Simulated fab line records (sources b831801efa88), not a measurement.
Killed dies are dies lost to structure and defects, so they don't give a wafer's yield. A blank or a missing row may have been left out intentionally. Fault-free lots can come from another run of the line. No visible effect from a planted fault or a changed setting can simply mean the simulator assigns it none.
Problem report, 8D (eight disciplines) form, completed by code	flow sky130	the parts of the form that need people (team, actions taken, sign-off) are left out

== 1. THE ISSUE ==
Wafers without a fault read 0.854 a.u., standard deviation 0.0045; oesProductAu at SKY_VIA2_ETCH_14 reads a mean of 0.997 a.u. on 6 wafers belonging to 3 lots. That is +32 standard deviations from the usual mean.
The step: etches BARC in N2/H2, stops on SiO2, time 45.9 s, target depth 60 nm.
Seen first at day 37 22:59 on rieDiel-02, wafer L342.5. The record holds 21 wafers of 7 lots with a number at this step. Rule for "out", or "out of limits": more than 4 standard deviations from the usual mean. The other wafers with a number count as sound.

== 2. WHAT IT IS, WHAT IT ISN'T ==
question	is	is not
which readings at this step	oesProductAu, runLengthS	-
which lots	L342, L343, L344	L338, L349, L352, L356
which wafers of those lots	L342.5, L342.6, L343.3, L343.6, L344.5, L344.6	L342.1, L343.4, L344.2
read on which tools	rieDiel-02	rieDiel-03
when	from day 37 22:59	up to then (4 sound wafers); but 11 sound wafers of L343, L344, L349, L352, L356 came after

== 3. WHAT RULES OUT EACH SUSPECT ==
Counting: any tool at a process step up to the reading remains a suspect provided it ran every lot that is out. Sound lots after the first of them don't rule it out here, since some wafers of a struck lot are sound.
- rieDiel-02 at SKY_VIA2_ETCH_14 (etches BARC in N2/H2, stops on SiO2, time 45.9 s, target depth 60 nm): kept. It processed each lot that is out (first: L342, day 37 22:59); up to then, its last sound lot is L338 (day 36 22:14). Out on those wafers are its own readings of oesProductAu, runLengthS.
After counting, what remains is rieDiel-02 at SKY_VIA2_ETCH_14.

== 4. THE CAUSE (what the simulator had put in) ==
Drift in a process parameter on rieDiel-02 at SKY_VIA2_ETCH_14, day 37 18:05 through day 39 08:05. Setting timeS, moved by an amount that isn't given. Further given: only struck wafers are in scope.
Counting left only this tool.

== 5. SEQUENCE OF EFFECTS, ordered by route ==
Rows list readings where the struck wafers' mean (over those with a number) sits beyond 3 standard deviations from the usual. Only readings for which the record gives a usual standard deviation are gone through. hours: the time from each lot's start at the first step in this table that gives one to its start at this step, as a median over the lots. sigmas: the change in usual standard deviations.
hours	step	reading	usual	on struck wafers	change	sigmas
0	SKY_VIA2_ETCH_14	oesProductAu	0.854 a.u.	0.997	+0.143	+32
0	SKY_VIA2_ETCH_14	runLengthS	74.4 s	66.0	-8.4	-19
0	SKY_VIA2_ETCH_15	oesProductAu	0.939 a.u.	0.914	-0.025	-4.7
It contains these process steps:
- SKY_VIA2_ETCH_14: etches BARC in N2/H2, stops on SiO2, time 45.9 s, target depth 60 nm.
- SKY_VIA2_ETCH_15: etches SiO2 in C4F8/O2/Ar, stops on TiN, target depth 546 nm, time 84 s.

== 6. WHAT WOULD HAVE CAUGHT IT SOONER ==
First out-of-limits reading in this record: day 37 22:59, which is 5 hours after fault onset at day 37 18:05.
